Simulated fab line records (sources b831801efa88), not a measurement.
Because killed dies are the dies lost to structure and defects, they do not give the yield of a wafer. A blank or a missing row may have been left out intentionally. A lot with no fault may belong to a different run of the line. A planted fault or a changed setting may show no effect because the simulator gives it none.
Comparing a struck lot with a sound one    flow sky130    16 out of 708 route steps
Sound: the wafers L629.1, L629.2, L629.5. Wafers L630.4, L630.5, L630.6 were the ones struck. The cause comes at the end.
Each step with rows lists, per side, the tool, then ch with its chambers, then its first start. Under that, the readings that differ: sound wafers    struck wafers    difference of the means    sigmas: that difference in standard deviations of wafers without a fault.
alike: same words and numbers on both sides, and readings whose means sit less than 2 such deviations apart. not compared: any withheld reading, any reading some wafer has no value for, any bound like >300 that may hide the same value, and any number with overlapping values for which the record gives no deviation.
Wherever a step has rows on one side only, a row that says differs or no value, or a row with sigmas, the two part there. Numbers that don't overlap but have no deviation are shown without sigmas and don't part them. A reading missing from all wafers of one side parts the sides only when that side holds two or more wafers.

first, 5 steps without rows for these wafers: SKY_SONOS_TUNNEL_COAT_02 (resist thk 1140 nm); SKY_SONOS_TUNNEL_SOFTBAKE_03 (time 60 s); SKY_SONOS_TUNNEL_EXPOSE_04 (exposes mask TUNM, target cd 410 nm); SKY_SONOS_TUNNEL_PEB_05; SKY_SONOS_TUNNEL_DEVELOP_06 (develop time 60 s).
SKY_SONOS_TUNNEL_CD_MEAS_07: the cd target is 410 nm.
  struck on cd sem-02, day 12 12:35; sound on cd sem-02, day 12 04:17
  alike: cd nm
SKY_SONOS_TUNNEL_OVL_MEAS_08:
  struck on overlay-01, day 12 12:40; sound on overlay-01, day 12 04:24
  alike: SONOS_TUNNEL_OVL
then, 3 steps without rows for these wafers: SKY_SONOS_TUNNEL_IMPLANT_09; SKY_SONOS_TUNNEL_WET_ETCH_10 (etches SiO2 in dHF, target depth 14 nm, time 280 s); SKY_SONOS_TUNNEL_STRIP_11 (strips in SPM, time 600 s).
SKY_SONOS_TUNNEL_TW_MEAS_12:
  struck on film metro-02, day 12 13:08; sound on film metro-01, day 12 04:51
  alike: SONOS_TUNNEL_TW
then, 1 step without rows for these wafers: SKY_SONOS_TUNNEL_CLEAN_13 (cleans in dHF, time 20 s).
SKY_SONOS_ONO_OXIDATION_00: stabilise 600 s, purge 300 s, target thk 2.6 nm.
  sound on furnace-02 ch 0, day 12 06:16; struck on furnace-02 ch 0, day 12 13:10
reading                                           sound              struck             difference  sigmas
spike tc bottom C (C)                             820.6 823.2 821.7  825.7 828.3 826.2  +4.9        +2
spike tc centre C (C)                             800.3 801.4 801.3  808.9 808.4 808.2  +7.5        +7
spike tc lower C (C)                              802.0 802.0 800.5  809.2 810.2 810.7  +8.5        +8
spike tc top C (C)                                810.2 810.6 809.9  817.8 818.4 817.0  +7.5        +7
spike tc upper C (C)                              800.6 799.7 801.7  808.0 808.4 808.9  +7.8        +6
model.SiO2_of_SONOS_ONO_OXIDATION_00.thk nm (nm)  2.528 2.55 2.567   2.868 2.889 2.864  +0.325      
  alike: tube_center_temp_C_max, zone power upper pct
SKY_SONOS_ONO_THK_MEAS_01:
  struck on film metro-03, day 12 14:33; sound on film metro-03, day 12 07:37
reading                       sound           struck          difference  sigmas
SONOS_ONO_OXIDATION_THK (nm)  2.56 2.59 2.57  2.88 2.89 2.85  +0.30       +6
then, 1 step without rows for these wafers: SKY_SONOS_ONO_CVD_02 (deposits Si3N4 from DCS/NH3, target thk 10.5 nm, time 180 s).
-- the record jumps here: 34 days lie between the struck wafers' starts before and after (it left off in module SONOS_ONO and takes up again in module PAD_OPEN, whose first step shown is number 708 of the route) --
SKY_PAD_OPEN_PROBE_99:
  struck on prober-01, day 46 09:23; sound on prober-02, day 46 03:51
reading                                sound                   struck                 difference  sigmas
model.etest.cap ono.gate log10 a cm2   -7.554 -7.765 -7.838    -8.04 -8.024 -8.193    -0.37       
model.etest.cap ono.tox acc nm (nm)    12.63 12.79 12.82       12.96 12.98 13.06      +0.25       
model.etest.sonos erased.vt v (V)      -2.409 -2.284 -2.33     -2.147 -2.092 -2.052   +0.244      
model.etest.sonos baked.vt less v (V)  -0.5729 -0.4986 -0.567  -0.4377 -0.425 -0.386  +0.1299     
  alike: killed_at_M0_to_M3, killed_at_M4_up, killed at contacts, killed at front end, killed at other, killed dies, killed open, killed short

## WHERE THEY PART
At SKY_SONOS_ONO_OXIDATION_00 first; at SKY_SONOS_ONO_THK_MEAS_01 last (within this record only). Later steps at which nothing parts them and some readings are alike: SKY_PAD_OPEN_PROBE_99.

WHY: the cause the simulator had injected
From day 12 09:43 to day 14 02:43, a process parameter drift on furnace-02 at SKY_SONOS_ONO_OXIDATION_00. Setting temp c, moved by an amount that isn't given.
